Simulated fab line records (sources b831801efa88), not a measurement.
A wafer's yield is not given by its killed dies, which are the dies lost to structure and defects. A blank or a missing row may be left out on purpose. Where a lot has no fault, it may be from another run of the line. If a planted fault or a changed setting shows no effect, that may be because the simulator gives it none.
Matching of chambers    flow sky130    rie-diel-01 running SKY_METAL4_ETCH_17: 4 sister chambers
The step etches SiO2 in C4F8/O2/Ar, stops on TiN, time 3.9 s, target depth 15 nm. 8 wafers are shown with their chamber, then 12 later ones without.

## WAFERS, EACH WITH ITS CHAMBER
wafer   chamber  rf-fwd-power-W (W)  oes-product-au (a.u.)
L080.2  2        1465                0.749
L082.4  2        1469                0.759
L083.6  0        1475                0.755
L085.4  1        1471                0.764
L085.6  3        1469                0.765
L084.1  3        1471                0.750
L084.2  1        1470                0.757
L084.3  0        1484                0.751

## WAFERS WITHOUT THEIR CHAMBER
wafer   rf-fwd-power-W (W)  oes-product-au (a.u.)
L089.2  1472                0.763
L089.4  1468                0.761
L089.5  1472                0.764
L092.2  1484                0.756
L092.3  1483                0.751
L092.6  1477                0.759
L093.2  1480                0.749
L093.5  1482                0.741
L093.6  1474                0.755
L095.1  1480                0.749
L095.2  1463                0.770
L095.6  1482                0.761

## WHICH CHAMBER EACH WENT THROUGH
wafer    from the rows above                 in truth
L089.2   can't be placed: 1 or 3 or 2 or 0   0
L089.4   can't be placed: 1 or 3 or 2        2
L089.5   can't be placed: 1 or 3 or 2 or 0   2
L092.2   0                                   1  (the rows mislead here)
L092.3   0                                   0
L092.6   can't be placed: 0 or 1 or 3 or 2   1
L093.2   0                                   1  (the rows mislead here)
L093.5   0                                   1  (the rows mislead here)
L093.6   can't be placed: 3 or 1 or 0 or 2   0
L095.1   0                                   0
L095.2   can't be placed: 1 or 2 or 3        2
L095.6   can't be placed: 0 or 1             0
Correct placement for 2 of the 12. Unplaceable from these rows: 7, with the true chamber sitting among the candidates in 7. 3 placed wrongly.
How it was worked out, from the rows above alone: a wafer's distance from a chamber is the root of the sum, over the readings, of the square of ((its reading less the chamber's mean) divided by the reading's scatter). If the next closest chamber is less than 2 further off than the closest, the wafer can't be placed; otherwise it belongs to the closest. The mean given for a chamber averages the wafers shown for that chamber. The scatter is the square root of a quotient: the sum, over the shown wafers, of each reading's squared deviation from its chamber's mean, divided by wafers minus chambers.
